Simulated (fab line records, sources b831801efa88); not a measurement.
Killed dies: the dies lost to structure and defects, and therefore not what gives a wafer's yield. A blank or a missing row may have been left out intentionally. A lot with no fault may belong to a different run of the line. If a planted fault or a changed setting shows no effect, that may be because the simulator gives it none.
Which of the tools did it? ; flow gf180mcu ; 18 wafers from 6 lots sampled at 3 of the route's 602 steps

## WHAT THE GAUGES READ, wafer by wafer
GF_TOP_METAL_THK_MEAS_06: measures by xrf.
lot;measured;on;TOP_METAL_ALCU_THK (nm)
L135;day 27 08:51;film_metro-01;897 893 892
L137;day 28 08:20;film_metro-01;898 894 902
L140;day 29 01:26;film_metro-02;892 897 891
L143;day 30 03:16;film_metro-03;878 887 893
L148;day 31 17:04;film_metro-01;920 912 927
L156;day 33 10:22;film_metro-03;888 900 888

## TOOL THAT RAN EACH LOT (tool first, then ch and the chambers of the sampled wafers, then the start)
lot;GF_MIM_SPUTTER_01;GF_TOP_METAL_SPUTTER_01
L135;pvd_sputter-02, day 24 13:33;pvd_sputter-02, day 27 08:37
L137;pvd_sputter-02, day 25 14:00;pvd_sputter-02, day 28 08:05
L140;pvd_sputter-02, day 26 09:49;pvd_sputter-02, day 29 01:11
L143;pvd_sputter-02, day 27 14:09;pvd_sputter-01, day 30 03:02
L148;pvd_sputter-02, day 29 07:07;pvd_sputter-04, day 31 16:49
L156;pvd_sputter-03, day 31 03:44;pvd_sputter-04, day 33 10:08
- GF_MIM_SPUTTER_01: material TiN, target thk 30 nm, time 25 s.
- GF_TOP_METAL_SPUTTER_01: material TiN, target thk 30 nm, time 25 s.

## THE ANSWER, worked out from the rows above alone
Rule: usual is defined by the lots themselves. Put in order of their means at a reading, lots are off if they are a third of the lots or fewer, leave a main group of 4 or more, and stand apart from it by a gap of 3 or more times the standard deviation of the main group's means; of several such gaps the widest counts. If all means in a main group match to the digits the tables above print for the reading, that group is not used. A lot without any number at a reading at which 4 lots or more have one is off too. Where the step has rows for the other lots, those lots are counted as sound.
Off: L148, at GF_TOP_METAL_THK_MEAS_06 (TOP_METAL_ALCU_THK). The main group: mean 893 nm, standard deviation 3.9.
If a tool, at a process step before that reading, ran all the lots that are off and no sound lot after the first of them, it fits. Those tools and the gauges at GF_TOP_METAL_THK_MEAS_06 are tried in the same way. Can't be told from this: 2 tools fit, pvd_sputter-02 at GF_MIM_SPUTTER_01, film_metro-01 at GF_TOP_METAL_THK_MEAS_06.

## WHAT HAD BEEN PUT IN BY THE SIMULATOR
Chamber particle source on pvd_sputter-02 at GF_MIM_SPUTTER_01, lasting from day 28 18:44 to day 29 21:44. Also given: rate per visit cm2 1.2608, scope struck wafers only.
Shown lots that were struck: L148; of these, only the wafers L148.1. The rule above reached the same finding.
